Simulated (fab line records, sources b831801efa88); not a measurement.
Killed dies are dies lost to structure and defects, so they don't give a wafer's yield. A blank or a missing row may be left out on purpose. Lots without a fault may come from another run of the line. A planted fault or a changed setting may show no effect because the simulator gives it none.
fab line records | flow sky130
record lots=24 wafers=72 last_day=50
route steps=708 shown POLY_CUT@318 LI_CONTACT@365 METAL1@453 VIA2@522 VIA3@586 METAL4@631
lots that met no fault: from a run of the same line without faults
start_h: hours from the record's first day to the start of the lot's first wafer shown | wait_h: hours since the lot's step before | " the same as in the row above | L1.1+2: a row that stands for several wafers | - no value, or no start given | * or withheld: withheld | < > ~ a bound
route shown NAME@n: a module of which the file shows steps, and the number in the route of the first | usual: mean/standard deviation of fault-free wafers | same: alike in all rows | chamber/n: place in a boat | sites: the reading at each site | _std_site: their standard deviation | _edge_site: outer sites' mean less inner sites' | radius_mm: how far each site lies from the wafer's centre | mask NAME#n: copy n | behind: the tool/chamber that last shaped the wafer | hold: why the lot was held/for how many hours/how that ended | device: the transistor (n, p or np) that didn't switch | end of line: the same wafers' tests at the end of the route | a step without rows: its recipe alone | killed: dies lost to structure and defects at the first sort, not the wafer's yield | map: a wafer's dies, x killed, . not, _ none there
set.NAME: the setting as run; set.NAME@STEP: as run at that earlier step | model.NAME: the simulator's own value behind a step, which no gauge read
steps of the route over a sample of lots; a table a step, a row a wafer
services: from which hour (start_h, from the record's first day; less than 0 if before it) a tool's chamber was out of use, for how many hours, and why
## steps
# step SKY_POLY_CUT_ETCH_11
# recipe target=Si3N4 chemistry=CF4/CH2F2/Ar stop_on=poly-Si source_w=600 bias_w=150 pressure_mtorr=40 cf4_flow_sccm=40 ch2f2_flow_sccm=20 Ar_flow_sccm=150 time_s=42.5 target_depth_a=600
# usual drypump_motor_current_A=5.7/0.48 oes_product_au=0.830/0.006 throttle_valve_pct=14.994/0.0094
# columns lot.wafer tool chamber start_h wait_h drypump_motor_current_A oes_product_au rf_hours_counter_h throttle_valve_pct
L074.1 rie_diel-01 2 558.62 0.0 5.0 0.822 19 14.983
L074.2 " 0 " " 5.9 0.813 61 14.984
L074.6 " 1 " " 5.4 0.835 - 14.985
L075.1 rie_diel-02 0 570.28 0.0 5.9 0.816 34 14.985
L075.2 " 1 " " 5.5 0.832 5 14.999
L075.6 " 0 " " 5.9 0.819 - 15.020
L076.1 rie_diel-03 0 580.37 0.0 5.8 0.829 8 14.978
L076.3 " 1 " " 6.1 0.829 4 15.000
L076.4 " 3 " " 6.6 0.832 62 14.977
L077.1 rie_diel-02 2 588.21 0.0 5.1 0.830 3 14.995
L077.2 " 3 " " 5.5 0.830 21 15.002
L077.6 " 1 " " 5.5 0.835 - 14.986
L078.4 rie_diel-01 2 601.86 0.0 5.0 0.836 20 15.011
L078.5 " 1 " " 5.4 0.841 - 15.001
L078.6 " 0 " " 5.9 0.837 - 15.000
L079.1 rie_diel-02 2 606.67 0.0 5.1 0.836 4 15.012
L079.3 " 3 " " 5.5 0.843 21 14.995
L079.6 " 0 " " 5.9 0.836 - 15.008
L080.2 rie_diel-01 2 615.77 0.0 5.0 0.837 20 15.007
L080.5 " 1 " " 5.4 0.841 - 14.991
L080.6 " 0 " " 5.9 0.832 - 14.983
L081.2 rie_diel-01 2 617.46 0.0 5.0 0.831 20 14.993
L081.3 " 0 " " 5.9 0.837 62 14.993
L081.4 " 1 " " 5.4 0.828 2 15.008
L082.1 rie_diel-03 3 650.89 0.0 6.6 0.836 63 14.991
L082.2 " 1 " " 6.1 0.831 6 14.992
L082.5 " 1 " " 6.2 0.831 - 15.001
L083.1 rie_diel-01 2 651.56 0.0 5.0 0.828 21 14.992
L083.2 " 1 " " 5.4 0.830 2 15.000
L083.5 " 1 " " 5.4 0.830 - 14.985
L084.1 rie_diel-02 0 651.91 0.0 5.9 0.829 36 14.996
L084.4 " 1 " " 5.5 0.822 7 14.992
L084.6 " 1 " " 5.5 0.829 - 15.003
L085.1 rie_diel-03 0 658.51 0.0 5.8 0.834 8 15.005
L085.2 " 3 " " 6.7 0.830 63 14.997
L085.3 " 1 " " 6.1 0.827 6 15.001
L086.1 rie_diel-03 3 665.81 0.0 6.7 0.835 63 14.979
L086.4 " 0 " " 5.8 0.827 - 14.991
L086.6 " 3 " " 6.7 0.824 - 14.999
L087.1 rie_diel-02 0 685.77 0.0 5.9 0.826 37 15.014
L087.2 " 1 " " 5.5 0.824 8 14.975
L087.6 " 0 " " 5.9 0.832 - 14.985
L088.1 rie_diel-01 1 688.17 0.0 5.4 0.833 3 14.992
L088.3 " 2 " " 5.0 0.837 22 14.971
L088.4 " 2 " " 5.0 0.833 - 15.004
L090.2 rie_diel-03 2 697.48 0.0 5.4 0.823 5 15.001
L090.4 " 0 " " 5.8 0.835 9 14.983
L090.6 " 1 " " 6.1 0.834 - 14.993
L089.2 rie_diel-02 3 698.81 0.0 5.5 0.822 24 14.986
L089.5 " 2 " " 5.1 0.831 - 14.992
L089.6 " 3 " " 5.5 0.830 - 15.008
L091.1 rie_diel-02 2 704.18 0.0 5.1 0.837 6 14.990
L091.4 " 1 " " 5.5 0.845 9 14.994
L091.5 " 2 " " 5.1 0.826 - 14.989
L092.1 rie_diel-02 0 713.57 0.0 5.9 0.831 37 14.993
L092.5 " 2 " " 5.1 0.826 - 14.997
L092.6 " 1 " " 5.5 0.827 - 14.995
L093.4 rie_diel-01 1 719.53 0.0 5.4 0.824 4 14.989
L093.5 " 0 " " 5.9 0.821 - 14.988
L093.6 " 3 " " 6.3 0.827 - 14.988
L094.3 rie_diel-01 0 726.58 0.0 5.9 0.823 1 14.985
L094.4 " 1 " " 5.4 0.830 4 15.010
L094.6 " 2 " " 5.0 0.825 - 15.000
L095.2 rie_diel-03 3 737.96 0.0 6.6 0.827 1 15.002
L095.3 " 1 " " 6.1 0.830 8 14.998
L095.6 " 1 " " 6.2 0.827 - 14.998
L096.2 rie_diel-01 1 744.32 0.0 5.4 0.837 5 14.997
L096.4 " 0 " " 5.9 0.826 1 14.988
L096.6 " 1 " " 5.4 0.835 - 15.000
L097.1 rie_diel-02 3 745.61 0.0 5.5 0.840 25 14.996
L097.2 " 2 " " 5.1 0.824 8 15.025
L097.6 " 2 " " 5.0 0.832 - 14.996
# step SKY_LI_CONTACT_BOW_MEAS_03
# recipe mode=bow
# usual LI_CONTACT_BOW=55/6.5
# columns lot.wafer tool chamber start_h wait_h LI_CONTACT_BOW[um]
L074.1 film_metro-01 - 647.91 0.1 48
L074.2 " - " " 61
L074.6 " - " " 61
L075.1 film_metro-03 - 658.75 0.2 56
L075.2 " - " " 64
L075.6 " - " " 64
L076.1 film_metro-04 - 668.84 0.2 64
L076.3 " - " " 58
L076.4 " - " " 57
L077.1 film_metro-04 - 676.56 0.1 56
L077.2 " - " " 44
L077.6 " - " " 54
L078.4 film_metro-04 - 689.18 0.2 51
L078.5 " - " " 61
L078.6 " - " " 60
L079.1 film_metro-01 - 696.42 0.1 62
L079.3 " - " " 53
L079.6 " - " " 72
L080.2 film_metro-03 - 703.04 0.2 55
L080.5 " - " " 62
L080.6 " - " " 53
L081.2 film_metro-04 - 705.34 0.1 34
L081.3 " - " " 53
L081.4 " - " " 55
L082.1 film_metro-01 - 737.62 0.2 55
L082.2 " - " " 70
L082.5 " - " " 49
L083.1 film_metro-04 - 738.47 0.1 74
L083.2 " - " " 53
L083.5 " - " " 65
L084.1 film_metro-01 - 738.72 0.1 65
L084.4 " - " " 57
L084.6 " - " " 60
L085.1 film_metro-03 - 743.50 0.2 61
L085.2 " - " " 66
L085.3 " - " " 50
L086.1 film_metro-04 - 751.80 0.2 54
L086.4 " - " " 56
L086.6 " - " " 59
L087.1 film_metro-04 - 770.52 0.1 48
L087.2 " - " " 52
L087.6 " - " " 50
L088.1 film_metro-04 - 771.90 0.2 60
L088.3 " - " " 44
L088.4 " - " " 49
L090.2 film_metro-01 - 781.87 0.1 65
L090.4 " - " " 57
L090.6 " - " " 50
L089.2 film_metro-03 - 783.19 0.3 54
L089.5 " - " " 60
L089.6 " - " " 62
L091.1 film_metro-04 - 786.42 0.1 47
L091.4 " - " " 49
L091.5 " - " " 43
L092.1 film_metro-01 - 796.46 0.2 52
L092.5 " - " " 41
L092.6 " - " " 47
L093.4 film_metro-03 - 802.56 0.2 58
L093.5 " - " " 64
L093.6 " - " " 60
L094.3 film_metro-01 - 808.86 0.2 56
L094.4 " - " " 55
L094.6 " - " " 49
L095.2 film_metro-03 - 820.02 0.1 52
L095.3 " - " " 54
L095.6 " - " " 52
L096.2 film_metro-01 - 826.69 0.2 51
L096.4 " - " " 52
L096.6 " - " " 57
L097.1 film_metro-03 - 828.35 0.1 60
L097.2 " - " " 56
L097.6 " - " " 50
# step SKY_METAL1_METAL_ETCH_19
# recipe target_depth_a=3600 stop_on=SiO2 over_etch_frac=0.3 time_s=78 chemistry=Cl2/BCl3 resist_sidewall_deg=88 pressure_mtorr=10 icp_w=900 bias_w=48.5 Cl2_flow_sccm=60 bcl3_flow_sccm=30
# usual drypump_motor_current_A=5.5/0.38 oes_product_au=0.856/0.0052 throttle_valve_pct=22.264/0.0093
# columns lot.wafer tool chamber start_h wait_h drypump_motor_current_A oes_product_au rf_hours_counter_h throttle_valve_pct
L074.1 rie_metal-01 0 764.80 0.0 5.2 0.862 10 22.259
L074.2 " 1 " " 5.1 0.852 3 22.265
L074.6 " 1 " " 5.1 0.855 - 22.268
L075.1 rie_metal-01 1 774.69 0.0 5.1 0.862 3 22.271
L075.2 " 0 " " 5.2 0.855 10 22.268
L075.6 " 0 " " 5.2 0.857 - 22.260
L076.1 rie_metal-02 1 784.09 0.0 5.3 0.853 2 22.276
L076.3 " 0 " " 6.2 0.866 - 22.255
L076.4 " 1 " " 5.3 0.863 - 22.264
L077.1 rie_metal-04 1 790.93 0.0 5.7 0.862 8 22.249
L077.2 " 0 " " 5.4 0.867 6 22.260
L077.6 " 0 " " 5.4 0.854 - 22.276
L078.4 rie_metal-01 1 802.35 0.1 5.1 0.854 - 22.264
L078.5 " 1 " " 5.1 0.852 - 22.263
L078.6 " 0 " " 5.2 0.858 - 22.261
L079.1 rie_metal-02 1 816.07 0.0 5.3 0.859 3 22.263
L079.3 " 0 " " 6.2 0.864 - 22.263
L079.6 " 1 " " 5.3 0.853 - 22.274
L080.2 rie_metal-01 1 816.42 0.0 5.1 0.850 4 22.251
L080.5 " 1 " " 5.1 0.856 - 22.265
L080.6 " 0 " " 5.2 0.859 - 22.269
L081.2 rie_metal-04 1 817.97 0.0 5.6 0.859 9 22.259
L081.3 " 0 " " 5.4 0.862 - 22.271
L081.4 " 1 " " 5.7 0.869 - 22.262
L082.1 rie_metal-02 0 849.92 0.0 6.2 0.850 7 22.247
L082.2 " 1 " " 5.3 0.853 4 22.263
L082.5 " 1 " " 5.3 0.850 - 22.254
L083.1 rie_metal-04 0 851.72 0.0 5.4 0.853 8 22.264
L083.2 " 1 " " 5.7 0.854 11 22.263
L083.5 " 1 " " 5.7 0.860 - 22.256
L084.1 rie_metal-02 0 852.07 0.0 6.2 0.859 7 22.263
L084.4 " 0 " " 6.2 0.848 - 22.264
L084.6 " 1 " " 5.3 0.862 - 22.239
L085.1 rie_metal-02 1 856.73 0.0 5.3 0.860 5 22.257
L085.2 " 0 " " 6.2 0.852 7 22.275
L085.3 " 1 " " 5.3 0.844 - 22.269
L086.1 rie_metal-02 1 863.57 0.0 5.2 0.861 5 22.276
L086.4 " 0 " " 6.2 0.849 - 22.251
L086.6 " 0 " " 6.2 0.853 - 22.252
L087.1 rie_metal-04 0 882.52 0.0 5.4 0.853 10 22.271
L087.2 " 1 " " 5.6 0.849 12 22.262
L087.6 " 0 " " 5.4 0.849 - 22.245
L088.1 rie_metal-02 1 883.43 0.0 5.3 0.849 6 22.258
L088.3 " 1 " " 5.3 0.857 - 22.282
L088.4 " 0 " " 6.2 0.857 - 22.242
L090.2 rie_metal-04 1 892.05 0.0 5.7 0.845 12 22.258
L090.4 " 0 " " 5.4 0.852 - 22.260
L090.6 " 1 " " 5.6 0.845 - 22.259
L089.2 rie_metal-01 1 893.83 0.0 5.1 0.860 8 22.275
L089.5 " 0 " " 5.2 0.861 - 22.263
L089.6 " 1 " " 5.1 0.858 - 22.263
L091.1 rie_metal-04 1 896.43 0.0 5.6 0.845 13 22.260
L091.4 " 1 " " 5.6 0.851 - 22.286
L091.5 " 0 " " 5.4 0.850 - 22.263
L092.1 rie_metal-01 0 905.57 0.0 5.2 0.857 16 22.286
L092.5 " 0 " " 5.2 0.861 - 22.253
L092.6 " 1 " " 5.1 0.849 - 22.256
L093.4 rie_metal-04 1 913.65 0.1 5.7 0.854 - 22.267
L093.5 " 1 " " 5.7 0.858 - 22.280
L093.6 " 0 " " 5.4 0.855 - 22.273
L094.3 rie_metal-02 1 917.30 0.1 5.3 0.860 - 22.266
L094.4 " 0 " " 6.2 0.850 - 22.274
L094.6 " 0 " " 6.2 0.862 - 22.259
L095.2 rie_metal-04 0 929.69 0.0 5.4 0.861 12 22.268
L095.3 " 0 " " 5.4 0.856 - 22.258
L095.6 " 1 " " 5.6 0.858 - 22.258
L096.2 rie_metal-02 0 935.28 0.0 6.2 0.854 11 22.284
L096.4 " 0 " " 6.2 0.861 - 22.261
L096.6 " 1 " " 5.3 0.863 - 22.275
L097.1 rie_metal-01 1 935.99 0.0 5.1 0.854 9 22.279
L097.2 " 0 " " 5.2 0.856 17 22.270
L097.6 " 0 " " 5.2 0.846 - 22.266
# step SKY_VIA2_ETCH_15
# recipe target=SiO2 chemistry=C4F8/O2/Ar target_depth_nm=546 stop_on=TiN mask_material=KrF-thick source_w=1500 bias_w=1200 pressure_mtorr=40 c4f8_flow_sccm=withheld O2_flow_sccm=6 Ar_flow_sccm=300 time_s=84
# usual oes_product_au=0.940/0.0044
# columns lot.wafer tool chamber start_h wait_h oes_product_au rf_hours_counter_h
L074.1 rie_diel-03 3 850.73 0.0 0.937 4
L074.2 " 2 " " 0.939 8
L074.6 " 0 " " 0.937 -
L075.1 rie_diel-02 2 859.98 0.0 0.942 11
L075.2 " 1 " " 0.933 14
L075.6 " 1 " " 0.938 -
L076.1 rie_diel-03 1 867.73 0.0 0.943 11
L076.3 " 3 " " 0.937 4
L076.4 " 2 " " 0.949 8
L077.1 rie_diel-01 1 876.48 0.0 0.948 10
L077.2 " 2 " " 0.941 28
L077.6 " 3 " " 0.937 -
L078.4 rie_diel-01 3 887.13 0.0 0.938 25
L078.5 " 1 " " 0.929 -
L078.6 " 2 " " 0.945 -
L079.1 rie_diel-02 0 898.33 0.0 0.938 4
L079.3 " 2 " " 0.938 13
L079.6 " 2 " " 0.938 -
L080.2 rie_diel-03 3 899.88 0.0 0.935 5
L080.5 " 3 " " 0.937 -
L080.6 " 2 " " 0.940 -
L081.2 rie_diel-01 0 901.34 0.0 0.944 6
L081.3 " 2 " " 0.943 29
L081.4 " 1 " " 0.949 10
L082.1 rie_diel-03 0 931.03 0.0 0.937 15
L082.2 " 3 " " 0.946 6
L082.5 " 3 " " 0.938 -
L083.1 rie_diel-02 0 932.18 0.0 0.939 4
L083.2 " 3 " " 0.946 2
L083.5 " 2 " " 0.944 -
L084.1 rie_diel-03 2 933.48 0.0 0.942 10
L084.4 " 1 " " 0.940 12
L084.6 " 0 " " 0.937 -
L085.1 rie_diel-01 2 938.98 0.0 0.935 0
L085.2 " 0 " " 0.947 7
L085.3 " 3 " " 0.943 27
L086.1 rie_diel-02 0 945.18 0.0 0.937 5
L086.4 " 1 " " 0.939 17
L086.6 " 1 " " 0.942 -
L087.1 rie_diel-01 1 963.23 0.0 0.937 12
L087.2 " 3 " " 0.937 28
L087.6 " 1 " " 0.936 -
L088.1 rie_diel-01 0 963.98 0.0 0.943 8
L088.3 " 2 " " 0.934 1
L088.4 " 1 " " 0.950 12
L090.2 rie_diel-03 1 971.79 0.0 0.938 13
L090.4 " 0 " " 0.943 16
L090.6 " 0 " " 0.936 -
L089.2 rie_diel-03 0 972.78 0.0 0.939 16
L089.5 " 2 " " 0.940 -
L089.6 " 3 " " 0.937 -
L091.1 rie_diel-02 0 975.33 0.0 0.943 6
L091.4 " 2 " " 0.937 15
L091.5 " 0 " " 0.935 -
L092.1 rie_diel-03 0 983.63 0.0 0.945 16
L092.5 " 1 " " 0.947 -
L092.6 " 0 " " 0.938 -
L093.4 rie_diel-02 3 991.19 0.0 0.938 3
L093.5 " 2 " " 0.935 -
L093.6 " 1 " " 0.937 -
L094.3 rie_diel-01 1 996.28 0.0 0.946 13
L094.4 " 0 " " 0.934 9
L094.6 " 2 " " 0.938 -
L095.2 rie_diel-03 1 1008.13 0.0 0.937 14
L095.3 " 2 " " 0.943 12
L095.6 " 1 " " 0.939 -
L096.2 rie_diel-02 0 1012.23 0.0 0.935 7
L096.4 " 2 " " 0.945 16
L096.6 " 3 " " 0.946 -
L097.1 rie_diel-03 0 1013.53 0.0 0.937 18
L097.2 " 1 " " 0.940 14
L097.6 " 1 " " 0.951 -
# step SKY_VIA3_OVL_MEAS_13
# usual VIA3_OVL=2/4.2
# columns lot.wafer tool chamber start_h wait_h VIA3_OVL[nm]
L074.1 overlay-01 - 930.60 0.1 9
L074.2 " - " " 3
L074.6 " - " " 7
L075.1 overlay-02 - 942.06 0.1 -5
L075.2 " - " " 5
L075.6 " - " " 2
L076.1 overlay-01 - 947.90 0.1 7
L076.3 " - " " 7
L076.4 " - " " 7
L077.1 overlay-02 - 956.16 0.1 -1
L077.2 " - " " -8
L077.6 " - " " -7
L078.4 overlay-01 - 965.78 0.1 6
L078.5 " - " " 8
L078.6 " - " " 2
L079.1 overlay-02 - 976.99 0.1 -2
L079.3 " - " " 3
L079.6 " - " " 4
L080.2 overlay-01 - 977.21 0.1 9
L080.5 " - " " 7
L080.6 " - " " 7
L081.2 overlay-01 - 978.94 0.1 4
L081.3 " - " " 3
L081.4 " - " " 7
L082.1 overlay-02 - 1007.20 0.1 9
L082.2 " - " " 2
L082.5 " - " " 5
L083.1 overlay-01 - 1008.29 0.1 4
L083.2 " - " " 3
L083.5 " - " " 2
L084.1 overlay-02 - 1009.64 0.1 9
L084.4 " - " " -1
L084.6 " - " " -1
L085.1 overlay-01 - 1014.76 0.1 5
L085.2 " - " " -3
L085.3 " - " " -2
L086.1 overlay-01 - 1020.94 0.1 -2
L086.4 " - " " -7
L086.6 " - " " -5
L087.1 overlay-01 - 1036.95 0.1 -1
L087.2 " - " " 3
L087.6 " - " " -1
L088.1 overlay-02 - 1037.66 0.1 11
L088.3 " - " " 8
L088.4 " - " " 2
L090.2 overlay-01 - 1047.26 0.1 5
L090.4 " - " " 3
L090.6 " - " " 0
L089.2 overlay-02 - 1047.46 0.1 7
L089.5 " - " " 4
L089.6 " - " " 2
L091.1 overlay-02 - 1049.36 0.1 0
L091.4 " - " " 3
L091.5 " - " " 4
L092.1 overlay-01 - 1056.32 0.1 2
L092.5 " - " " 7
L092.6 " - " " -3
L093.4 overlay-01 - 1063.77 0.1 -7
L093.5 " - " " 2
L093.6 " - " " -1
L094.3 overlay-01 - 1069.56 0.1 1
L094.4 " - " " 1
L094.6 " - " " 3
L095.2 overlay-01 - 1079.04 0.1 3
L095.3 " - " " 4
L095.6 " - " " 3
L096.2 overlay-01 - 1080.86 0.1 -1
L096.4 " - " " 3
L096.6 " - " " 0
L097.1 overlay-01 - 1083.29 0.1 -2
L097.2 " - " " -5
L097.6 " - " " 1
# step SKY_METAL4_DESCUM_15
# recipe chemistry=O2 source_power_w=150 bias_power_w=0 pressure_mtorr=10 temp_c=40 time_s=8
# usual drypump_motor_current_A=5.6/0.34 oes_product_au=0.997/0.012
# columns lot.wafer tool chamber start_h wait_h drypump_motor_current_A oes_product_au rf_hours_counter_h
L074.1 rie_metal-04 1 982.17 0.0 5.6 0.989 17
L074.2 " 0 " " 5.4 0.976 15
L074.6 " 0 " " 5.4 0.984 -
L075.1 rie_metal-04 1 993.32 0.0 5.7 0.998 17
L075.2 " 0 " " 5.4 0.983 15
L075.6 " 0 " " 5.4 0.982 -
L076.1 rie_metal-04 0 998.89 0.0 5.4 0.981 15
L076.3 " 1 " " 5.6 0.998 -
L076.4 " 0 " " 5.4 0.990 -
L077.1 rie_metal-03 0 1005.49 0.0 5.2 0.993 12
L077.2 " 1 " " 5.7 0.994 14
L077.6 " 1 " " 5.7 0.998 -
L078.4 rie_metal-03 0 1016.65 0.0 5.2 0.994 -
L078.5 " 1 " " 5.7 1.003 -
L078.6 " 0 " " 5.2 0.987 -
L079.1 rie_metal-02 1 1026.29 0.0 5.3 1.002 13
L079.3 " 1 " " 5.3 0.987 -
L079.6 " 1 " " 5.3 0.989 -
L080.2 rie_metal-02 1 1027.87 0.0 5.3 0.988 13
L080.5 " 1 " " 5.3 0.992 -
L080.6 " 0 " " 6.2 1.017 -
L081.2 rie_metal-04 0 1028.09 0.0 5.4 0.995 18
L081.3 " 0 " " 5.4 0.984 -
L081.4 " 1 " " 5.7 0.989 -
L082.1 rie_metal-02 0 1054.67 0.0 6.2 1.011 17
L082.2 " 1 " " 5.3 1.014 15
L082.5 " 0 " " 6.2 0.999 -
L083.1 rie_metal-02 0 1055.97 0.0 6.2 1.000 17
L083.2 " 0 " " 6.2 1.007 -
L083.5 " 0 " " 6.2 0.992 -
L084.1 rie_metal-04 0 1057.79 0.0 5.4 0.993 19
L084.4 " 1 " " 5.7 1.008 -
L084.6 " 1 " " 5.7 1.009 -
L085.1 rie_metal-03 0 1061.64 0.0 5.2 0.991 16
L085.2 " 1 " " 5.7 1.007 17
L085.3 " 1 " " 5.7 1.008 -
L086.1 rie_metal-03 1 1068.24 0.0 5.7 1.008 17
L086.4 " 1 " " 5.7 1.004 -
L086.6 " 1 " " 5.7 1.003 -
L087.1 rie_metal-03 1 1082.62 0.0 5.7 0.995 18
L087.2 " 0 " " 5.2 0.973 17
L087.6 " 0 " " 5.2 0.979 -
L088.1 rie_metal-02 1 1083.59 0.0 5.3 0.992 16
L088.3 " 0 " " 6.2 1.020 -
L088.4 " 1 " " 5.3 0.996 -
L089.2 rie_metal-02 1 1092.77 0.0 5.3 0.996 17
L089.5 " 1 " " 5.3 0.999 -
L089.6 " 0 " " 6.2 1.021 -
L090.2 rie_metal-04 1 1093.24 0.0 5.6 1.010 24
L090.4 " 1 " " 5.7 0.997 -
L090.6 " 0 " " 5.4 0.994 -
L091.1 rie_metal-04 0 1094.69 0.0 5.4 1.002 22
L091.4 " 0 " " 5.4 0.991 -
L091.5 " 0 " " 5.4 0.996 -
L092.1 rie_metal-02 0 1100.39 0.0 6.2 1.008 21
L092.5 " 0 " " 6.2 1.015 -
L092.6 " 1 " " 5.3 1.003 -
L093.4 rie_metal-04 0 1109.56 0.0 5.4 0.983 -
L093.5 " 0 " " 5.4 0.984 -
L093.6 " 0 " " 5.4 0.973 -
L094.3 rie_metal-04 0 1114.51 0.0 5.4 0.983 -
L094.4 " 0 " " 5.4 0.984 -
L094.6 " 0 " " 5.4 0.984 -
L095.2 rie_metal-02 1 1122.67 0.0 5.3 0.995 19
L095.3 " 1 " " 5.3 1.003 -
L095.6 " 0 " " 6.2 1.007 -
L096.2 rie_metal-03 0 1124.17 0.0 5.2 0.977 20
L096.4 " 0 " " 5.3 0.974 -
L096.6 " 1 " " 5.7 0.999 -
L097.1 rie_metal-02 1 1125.74 0.0 5.3 0.994 19
L097.2 " 0 " " 6.2 1.030 23
L097.6 " 0 " " 6.2 1.020 -
## services
# columns tool chamber start_h hours kind
rie_diel-02 2 534.97 36.0 repair
rie_diel-01 2 542.34 4.2 repair
rie_diel-03 - 556.31 14.6 pm
rie_diel-03 0 585.09 16.8 repair
rie_diel-01 - 585.16 2.8 pm
rie_diel-03 - 596.35 28.1 pm
rie_diel-03 - 624.45 2.8 pm
rie_diel-03 0 636.74 16.3 repair
rie_diel-03 2 640.07 30.0 repair
rie_diel-03 3 644.97 3.6 repair
rie_diel-01 - 654.48 0.4 repair
rie_diel-01 2 720.58 4.3 repair
rie_diel-01 2 736.67 5.1 repair
rie_diel-03 0 738.42 1.2 repair
rie_diel-02 0 740.35 6.1 repair
rie_diel-01 - 750.44 0.5 repair
rie_diel-01 1 799.10 2.4 repair
rie_metal-04 - 811.24 0.2 repair
rie_diel-03 1 840.54 5.0 repair
rie_metal-04 1 866.96 5.2 repair
rie_metal-04 - 933.36 4.3 pm
rie_metal-04 - 947.51 1.5 repair
rie_metal-04 - 974.93 2.8 pm
rie_metal-02 1 1055.48 7.9 repair
## key
fault none
